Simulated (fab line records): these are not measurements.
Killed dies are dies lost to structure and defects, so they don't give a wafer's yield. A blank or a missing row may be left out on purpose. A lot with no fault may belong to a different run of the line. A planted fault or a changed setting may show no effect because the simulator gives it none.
One fault through the eyes of 2 desks | flow gf180mcu | each desk holds nothing but its own numbers, with what lay behind them at the end

## AT THE TOOL OWNER'S DESK: litho track-01
The tool's own readings at GF_VT_IMPLANT_COAT_35 (resist thk 1000 nm): means of the sampled wafers that have a number, for each lot that ran on this tool. The brackets show how far a lot's mean lies from the usual mean; more than 4 standard deviations puts the lot out of limits, marked OUT.
Columns: A = spin speed rpm at GF_VT_IMPLANT_COAT_35, usual 3000.4 rpm
lot  | first seen here | A
L980 | day 7 04:34     | 2998.1
L982 | day 7 17:40     | 3001.7
L984 | day 8 08:42     | 3000.6
L986 | day 8 20:34     | 2999.7
L988 | day 9 11:04     | 3000.6
L990 | day 9 23:40     | 2999.5
L992 | day 10 14:13    | 2998.4
L102 | day 13 07:19    | 2999.7
Finding of this desk: none of the 8 lots has anything out of limits.

## AT THE METROLOGY DESK
What the gauges read, lot by lot, whatever tool the lot ran on: means of the sampled wafers that have a number. The brackets show how far a lot's mean lies from the usual mean; more than 4 standard deviations puts the lot out of limits, marked OUT.
Columns: A = NWELL_RS at GF_VT_IMPLANT_RS_MEAS_47, usual 487.8 ohm/sq; B = cd nm at GF_SAB_CD_MEAS_09, usual 420.1 nm
lot  | first seen here | A     | B
L980 | day 7 13:29     | 486.1 | 423.4
L982 | day 8 02:56     | 487.0 | 419.5
L983 | day 8 08:48     | 489.6 | 422.1
L984 | day 8 18:16     | 485.7 | 417.9
L985 | day 8 23:58     | 488.5 | 420.6
L986 | day 9 06:01     | 488.0 | 421.0
L988 | day 9 20:35     | 489.9 | 418.1
L990 | day 10 09:38    | 487.9 | 419.4
L992 | day 10 23:41    | 488.2 | 423.4
L100 | day 13 04:25    | 486.8 | 419.7
L101 | day 13 12:11    | 486.3 | 424.4
L102 | day 13 17:44    | 485.3 | 420.5
L103 | day 14 02:13    | 488.2 | 417.8
Finding of this desk: none of the 13 lots has anything out of limits.

## PUT TOGETHER
The tool owner's desk saw nothing out of limits.
Metrology desk: nothing out of limits seen.

## WHAT HAD BEEN PUT IN BY THE SIMULATOR
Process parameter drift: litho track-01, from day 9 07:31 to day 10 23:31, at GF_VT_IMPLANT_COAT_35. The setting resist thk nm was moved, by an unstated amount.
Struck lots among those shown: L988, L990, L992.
